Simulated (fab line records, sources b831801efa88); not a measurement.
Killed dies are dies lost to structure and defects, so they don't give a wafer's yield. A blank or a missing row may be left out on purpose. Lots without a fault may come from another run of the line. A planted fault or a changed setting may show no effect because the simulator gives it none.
Which tool did it? | flow sky130 | 13 lots, 39 wafers sampled, at 3 steps of a route of 708

WHAT THE GAUGES READ, wafer by wafer
SKY_LDD_N_TW_MEAS_17. Usual: LDD_N_TW 2604, standard deviation 15.
lot  | measured     | on            | LDD_N_TW       | flag
L190 | day 18 18:03 | film_metro-01 | 2593 2601 2597 |
L189 | day 18 21:01 | film_metro-01 | 2593 2591 2590 |
L192 | day 18 21:12 | film_metro-01 | 2590 2590 2582 |
L193 | day 19 07:11 | film_metro-01 | 2624 2614 2618 |
L194 | day 19 18:34 | film_metro-01 | 2614 2612 2609 |
L195 | day 20 01:27 | film_metro-01 | 2624 2627 2608 |
L196 | day 20 12:24 | film_metro-03 | 2620 2625 2612 |
L197 | day 21 01:06 | film_metro-01 | 2641 2636 2622 |
L198 | day 21 06:29 | film_metro-03 | 2596 2606 2590 |
L200 | day 21 19:22 | film_metro-03 | 2608 2617 2605 |
L201 | day 22 08:07 | film_metro-03 | 2612 2618 2585 |
L202 | day 22 22:10 | film_metro-03 | 2607 2606 2596 |
L207 | day 25 19:04 | film_metro-01 | 2614 2607 2598 |

SKY_LDD_P_CD_MEAS_07: target cd 380 nm. Usual: cd_nm 379.5 nm, standard deviation 2.8.
lot  | measured     | on        | cd_nm (nm)        | flag
L190 | day 20 01:19 | cd_sem-01 | 373.8 376.4 376.4 |
L189 | day 20 03:39 | cd_sem-02 | 376.5 378.6 377.2 |
L192 | day 20 03:55 | cd_sem-02 | 381.9 381.0 379.9 |
L193 | day 20 14:04 | cd_sem-02 | 381.4 378.8 379.6 |
L194 | day 21 01:23 | cd_sem-01 | 376.2 376.7 377.4 |
L195 | day 21 08:13 | cd_sem-02 | 381.7 381.4 385.2 |
L196 | day 21 19:25 | cd_sem-01 | 382.3 381.6 384.0 |
L197 | day 22 08:05 | cd_sem-02 | 378.0 377.4 378.3 |
L198 | day 22 14:13 | cd_sem-02 | 377.9 377.9 374.9 |
L200 | day 23 02:02 | cd_sem-01 | 380.7 378.5 379.9 |
L201 | day 23 14:08 | cd_sem-02 | 377.8 380.2 378.5 |
L202 | day 24 03:30 | cd_sem-02 | 386.6 385.3 385.7 |
L207 | day 26 23:48 | cd_sem-02 | 381.4 381.7 380.7 |

SKY_LDD_P_OVL_MEAS_08. Usual: LDD_P_OVL 1.1 nm, standard deviation 1.4.
lot  | measured     | on         | LDD_P_OVL (nm) | flag
L190 | day 20 01:26 | overlay-02 | 0.7 1.4 1.9    |
L189 | day 20 03:45 | overlay-01 | 2.9 -0.5 2.5   |
L192 | day 20 04:00 | overlay-02 | -0.6 0.8 0.3   |
L193 | day 20 14:11 | overlay-02 | -0.7 0.0 1.5   |
L194 | day 21 01:30 | overlay-01 | 1.2 1.1 0.6    |
L195 | day 21 08:18 | overlay-01 | 0.3 -1.2 1.2   |
L196 | day 21 19:32 | overlay-01 | 1.0 4.4 1.8    |
L197 | day 22 08:12 | overlay-02 | -0.6 -1.8 0.2  |
L198 | day 22 14:18 | overlay-01 | 1.5 1.1 4.5    |
L200 | day 23 02:08 | overlay-01 | -1.0 1.5 1.5   |
L201 | day 23 14:14 | overlay-02 | 4.2 0.2 1.5    |
L202 | day 24 03:36 | overlay-02 | 3.0 2.7 3.3    |
L207 | day 26 23:54 | overlay-02 | 4.8 1.9 3.9    |

WHICH TOOL RAN EACH LOT (tool, then ch and the chambers of the sampled wafers, then the start)
The record holds no process step before these readings.

WHAT THE TOOLS THEMSELVES READ (means of the sampled wafers that have a number; where no wafer has one, the mark that the record gives instead)
The record holds no such reading with a usual standard deviation.

THE ANSWER, worked out from the rows above alone
Rule: a lot is off if the mean of its wafers that have a number lies more than 3 standard deviations from the usual mean. A lot without any number at a reading at which 4 lots or more have one is off too. The other lots that the step has rows for count as sound. The gauges are gone through in route order, then the tools' own readings, and for those a lot's mean is taken as printed above. The first step at which some lot is off is used, and at that step the reading that is off furthest; a lot without a number counts as furthest.
No lot is off at any reading shown: from this, nothing can be told.

WHAT THE SIMULATOR HAD PUT IN
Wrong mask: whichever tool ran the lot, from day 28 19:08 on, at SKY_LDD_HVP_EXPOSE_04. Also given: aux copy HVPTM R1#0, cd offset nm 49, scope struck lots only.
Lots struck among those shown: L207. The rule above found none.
